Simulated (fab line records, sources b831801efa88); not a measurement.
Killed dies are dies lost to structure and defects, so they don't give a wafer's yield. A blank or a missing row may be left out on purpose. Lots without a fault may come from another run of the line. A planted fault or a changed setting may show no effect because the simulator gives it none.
One fault seen from 2 desks | flow sky130 | each desk has only its own numbers; what lay behind them comes last

THE TOOL OWNER'S DESK: rtp_anneal-02
The tool's own readings at SKY_SD_N_RTA_14 (time 2 s): means of the sampled wafers that have a number, for each lot that ran on this tool. A lot is out of limits, marked OUT, if its mean lies more than 4 standard deviations from the usual mean; the brackets give that distance.
Columns: A = lamp_power_pct at SKY_SD_N_RTA_14, usual 15.74 %; B = wafer_temp_C_max at SKY_SD_N_RTA_14, usual 1077.9
lot  | first seen here | A               | B
L342 | day 30 10:04    | 16.79 (+21) OUT | 1125.6 (+40) OUT
L343 | day 30 13:10    | 16.76 (+20) OUT | 1126.0 (+40) OUT
L353 | day 34 00:49    | 15.74           | 1078.1
L355 | day 34 13:37    | 15.76           | 1077.5
L356 | day 34 19:02    | 15.74           | 1076.2
L358 | day 35 05:02    | 15.73           | 1079.1
This desk's finding: out of limits on L342, L343; first on L342, day 30 10:04 (lamp_power_pct at SKY_SD_N_RTA_14). In limits: L353, L355, L356, L358.

THE METROLOGY DESK
What the gauges read, lot by lot, whatever tool the lot ran on: means of the sampled wafers that have a number. A lot is out of limits, marked OUT, if its mean lies more than 4 standard deviations from the usual mean; the brackets give that distance.
Columns: A = SD_P_TW at SKY_SD_P_TW_MEAS_11, usual 2791; B = SD_N_RS at SKY_SD_N_RS_MEAS_16, usual 68.56 ohm/sq; C = RES_XHIGH_RS at SKY_SD_N_RS_MEAS_18, usual 333.1 ohm/sq
lot  | first seen here | A    | B               | C
L337 | day 26 13:30    | 2799 | 68.49           | 331.5
L340 | day 27 05:35    | 2767 | 68.56           | 333.3
L342 | day 28 00:55    | 2795 | 59.53 (-82) OUT | -
L341 | day 28 02:26    | 2806 | 68.67           | 332.4
L343 | day 28 03:19    | 2802 | 59.74 (-80) OUT | -
L346 | day 29 10:29    | 2777 | 68.55           | 332.2
L353 | day 31 18:31    | 2772 | 68.53           | 331.8
L354 | day 31 19:45    | 2761 | 68.57           | 333.3
L355 | day 32 07:40    | 2794 | 68.70           | 333.2
L356 | day 32 13:43    | 2784 | 68.62           | 333.5
L357 | day 32 17:40    | 2773 | 68.61           | 332.9
L358 | day 32 23:47    | 2773 | 68.63           | 333.2
This desk's finding: out of limits on L342, L343; first on L342, day 30 10:16 (SD_N_RS at SKY_SD_N_RS_MEAS_16). In limits: L337, L340, L341, L346, L353, L354, L355, L356, L357, L358.

PUT TOGETHER
The tool owner's desk could have raised an alarm at day 30 10:04, on L342, L343.
The metrology desk could have raised an alarm at day 30 10:16, on L342, L343.
Of the lots named, all ran SKY_SD_N_RTA_14 on rtp_anneal-02.

WHAT THE SIMULATOR HAD PUT IN
Process parameter drift: rtp_anneal-02, from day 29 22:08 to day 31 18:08, at SKY_SD_N_RTA_14. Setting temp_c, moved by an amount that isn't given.
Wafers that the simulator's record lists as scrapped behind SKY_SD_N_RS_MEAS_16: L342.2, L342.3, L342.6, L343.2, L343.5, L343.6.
Lots struck among those shown: L342, L343.
Hours from the fault's start to each desk's first reading out of limits: the tool owner's desk, 12; the metrology desk, 12.
